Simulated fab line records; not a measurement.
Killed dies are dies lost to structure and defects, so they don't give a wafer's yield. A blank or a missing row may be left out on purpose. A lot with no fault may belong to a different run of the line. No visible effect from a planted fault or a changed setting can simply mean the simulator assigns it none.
Commonality check across tools    flow gf180mcu    Lots sampled 12, wafers sampled 36

WHY IT WAS OPENED
Of 12 lots, 2 have the reading CONTACT_W_RS flagged at GF_CONTACT_RS_MEAS_25. Wafers without a fault read 0.380 ohm/sq, standard deviation 0.0035.
Rule: a lot gets a flag if all its wafers with a number sit over 4 standard deviations from that mean, or if no wafer of it has a number. All remaining lots are regarded as sound.

lot   measured      on            CONTACT_W_RS (ohm/sq), wafer by wafer  flag
L417  day 17 01:03  filmMetro-01  0.377 0.376 0.382                      
L420  day 18 09:41  filmMetro-04  0.378 0.376 0.378                      
L421  day 18 19:28  filmMetro-01  0.386 0.382 0.384                      
L425  day 20 09:33  filmMetro-01  0.573 0.563 0.564                      FLAGGED
L427  day 20 19:35  filmMetro-04  0.566 0.562 0.567                      FLAGGED
L429  day 21 09:59  filmMetro-02  0.378 0.379 0.374                      
L430  day 22 11:17  filmMetro-02  0.383 0.383 0.384                      
L432  day 22 22:46  filmMetro-01  0.378 0.380 0.378                      
L434  day 23 06:16  filmMetro-02  0.382 0.383 0.379                      
L435  day 23 15:32  filmMetro-01  0.375 0.378 0.377                      
L436  day 23 20:41  filmMetro-02  0.379 0.379 0.376                      
L437  day 23 22:50  filmMetro-01  0.379 0.380 0.379                      
Average over the flagged lots: 0.566 ohm/sq; offset from the usual +0.186 ohm/sq, equal to +53 standard deviations.

WHICH TOOL RAN EACH LOT
The record holds 2 process steps before the reading, out of a route of 602 steps. Every cell lists first the tool, next ch and the chambers used by the sampled wafers, and last the start.
lot   flag     GF_CONTACT_CMP_04              GF_CONTACT_CVD_24
L417           cmp-02 ch 0,1,3, day 16 01:22  cvdW-01 ch 0,1, day 17 00:57
L420           cmp-02 ch 1,2,3, day 17 09:27  cvdW-02 ch 0,1, day 18 09:34
L421           cmp-01 ch 1,3, day 17 18:42    cvdW-01 ch 0,1, day 18 19:21
L425  FLAGGED  cmp-01 ch 1,2,3, day 19 08:26  cvdW-02 ch 0,1, day 20 09:27
L427  FLAGGED  cmp-02 ch 1,2,3, day 19 18:14  cvdW-02 ch 0,1, day 20 19:29
L429           cmp-01 ch 1,2,3, day 20 08:45  cvdW-01 ch 0,1, day 21 09:53
L430           cmp-02 ch 0,2, day 21 10:57    cvdW-01 ch 0,1, day 22 11:11
L432           cmp-01 ch 0,1,2, day 21 22:22  cvdW-01 ch 0,1, day 22 22:38
L434           cmp-01 ch 1,2,3, day 22 06:20  cvdW-01 ch 0,1, day 23 06:08
L435           cmp-01 ch 0,1,3, day 22 15:27  cvdW-01 ch 0,1, day 23 15:26
L436           cmp-01 ch 0,2,3, day 22 20:50  cvdW-02 ch 0,1, day 23 20:35
L437           cmp-02 ch 0,1, day 22 23:38    cvdW-02 ch 0, day 23 22:44
What these steps do:
- GF_CONTACT_CMP_04: polishes SiO2.
- GF_CONTACT_CVD_24: deposits W, target thk 300 nm, time 90.339 s.
- GF_CONTACT_RS_MEAS_25: measures by four-point-probe.

FLAGGED OVER TOTAL, TOOL BY TOOL (the gauges that took the reading come last)
step                   tool          lots run  flagged  share of the flagged lots  sound lots run after its first flagged lot
GF_CONTACT_CMP_04      cmp-01        7         1        some                       5 (L429,L432,L434,L435,L436)
GF_CONTACT_CMP_04      cmp-02        5         1        some                       2 (L430,L437)
GF_CONTACT_CVD_24      cvdW-01       7         0        none                       -
GF_CONTACT_CVD_24      cvdW-02       5         2        all                        2 (L436,L437)
GF_CONTACT_RS_MEAS_25  filmMetro-01  6         1        some                       3 (L432,L435,L437)
GF_CONTACT_RS_MEAS_25  filmMetro-02  4         0        none                       -
GF_CONTACT_RS_MEAS_25  filmMetro-04  2         1        some                       0

THE TABLE: WHAT IT ALLOWS
All flagged lots share 1 row of the table, namely cvdW-02 at GF_CONTACT_CVD_24.
- cvdW-02 at GF_CONTACT_CVD_24 ran 5 lots, 2 of them flagged. Sound lots followed the first flagged one (L436, L437) on it, something a lasting fault affecting the whole tool could not allow.
No row of the table ran every flagged lot and no sound lot after the first.

WHAT THE SIMULATOR HAD INSERTED
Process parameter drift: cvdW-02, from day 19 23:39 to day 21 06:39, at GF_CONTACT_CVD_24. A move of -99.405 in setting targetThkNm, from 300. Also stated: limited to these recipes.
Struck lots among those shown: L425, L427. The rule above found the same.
